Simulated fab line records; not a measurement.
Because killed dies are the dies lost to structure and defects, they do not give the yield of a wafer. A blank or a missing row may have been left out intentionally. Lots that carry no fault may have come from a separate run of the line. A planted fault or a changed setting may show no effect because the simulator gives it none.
2 desks looking at one fault    flow gf180mcu    only its own numbers are on each desk; what lay behind them is given at the end

## THE METROLOGY DESK
Lot by lot, what the gauges showed, no matter which tool ran the lot: averages of those sampled wafers that carry a number. The brackets show how far a lot's mean lies from the usual mean; more than 4 standard deviations puts the lot out of limits, marked OUT.
Columns: A = STI_CVD_03_THK at GF_STI_THK_MEAS_04, usual 209.0 nm; B = cd nm at GF_STI_CD_MEAS_12, usual 219.9 nm; C = STI_OXIDATION_01_THK at GF_STI_THK_MEAS_22, usual 15.0 nm; D = MVPSD_RS at GF_VT_IMPLANT_RS_MEAS_49, usual 1169.3 ohm/sq
lot   first seen here  A      B      C     D
L714  day 1 13:34      208.5  219.5  15.0  1167.0
L715  day 1 18:34      206.9  219.1  15.2  1174.1
L716  day 2 00:34      205.2  221.0  14.8  1169.7
L717  day 2 05:14      203.3  221.6  15.5  1167.6
L718  day 2 09:34      208.2  219.3  14.5  1172.1
L722  day 3 06:21      212.4  219.2  15.4  1196.2 (+9.6) OUT
L723  day 3 11:25      207.7  219.9  15.1  1200.1 (+11) OUT
L726  day 4 02:35      211.2  220.5  15.2  1192.5 (+8.3) OUT
L728  day 4 13:11      209.1  220.4  14.9  1168.1
L730  day 4 23:17      212.0  219.8  14.6  1171.9
L731  day 5 02:47      211.6  219.2  15.1  1169.4
L732  day 5 07:34      209.2  221.4  15.0  1172.2
L734  day 5 18:44      210.6  219.5  15.1  1169.4
L736  day 6 03:34      208.5  219.5  14.9  1170.2
L737  day 6 09:10      208.0  219.8  14.9  1167.2
Finding of this desk: L722, L723, L726 out of limits, first seen on L722 at day 9 22:32 (MVPSD_RS at GF_VT_IMPLANT_RS_MEAS_49). L714, L715, L716, L717, L718, L728, L730, L731, L732, L734, L736, L737 stayed within limits.

## TOOL OWNER'S DESK, implanter-04
GF_MVPSD_IMPLANT_09, tool's own readings: per-lot mean of the sampled wafers with a number, covering each lot this tool ran. The brackets show how far a lot's mean lies from the usual mean; more than 4 standard deviations puts the lot out of limits, marked OUT.
Columns: A = beam on s at GF_MVPSD_IMPLANT_09, usual 9.98 s; B = faraday current uA at GF_MVPSD_IMPLANT_09, usual 28.3
lot   first seen here  A                B
L716  day 5 13:56      10.23            27.6
L722  day 7 02:38      8.71 (-6.4) OUT  32.9 (+8.0) OUT
L723  day 7 09:01      8.81 (-5.9) OUT  32.5 (+7.4) OUT
L726  day 8 02:02      8.97 (-5.1) OUT  31.9 (+6.4) OUT
L737  day 10 20:10     10.13            27.8
This desk finds L722, L723, L726 out of limits, L722 being first, at day 7 02:38 (beam on s at GF_MVPSD_IMPLANT_09). L716, L737 stayed within limits.

## BROUGHT TOGETHER
The tool owner's desk could have raised an alarm at day 7 02:38, on L722, L723, L726.
On L722, L723, L726, the metrology desk was in a position to raise an alarm at day 9 22:32.
All the named lots went through GF_MVPSD_IMPLANT_09 on implanter-04.

## WHAT WAS PUT IN BY THE SIMULATOR
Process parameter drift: implanter-04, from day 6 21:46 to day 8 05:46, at GF_MVPSD_IMPLANT_09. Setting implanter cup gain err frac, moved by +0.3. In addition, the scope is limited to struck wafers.
Shown lots that were struck: L722, L723, L726.
Counting hours from when the fault started, the first reading out of limits came at 5 for the tool owner's desk and at 73 for the metrology desk.
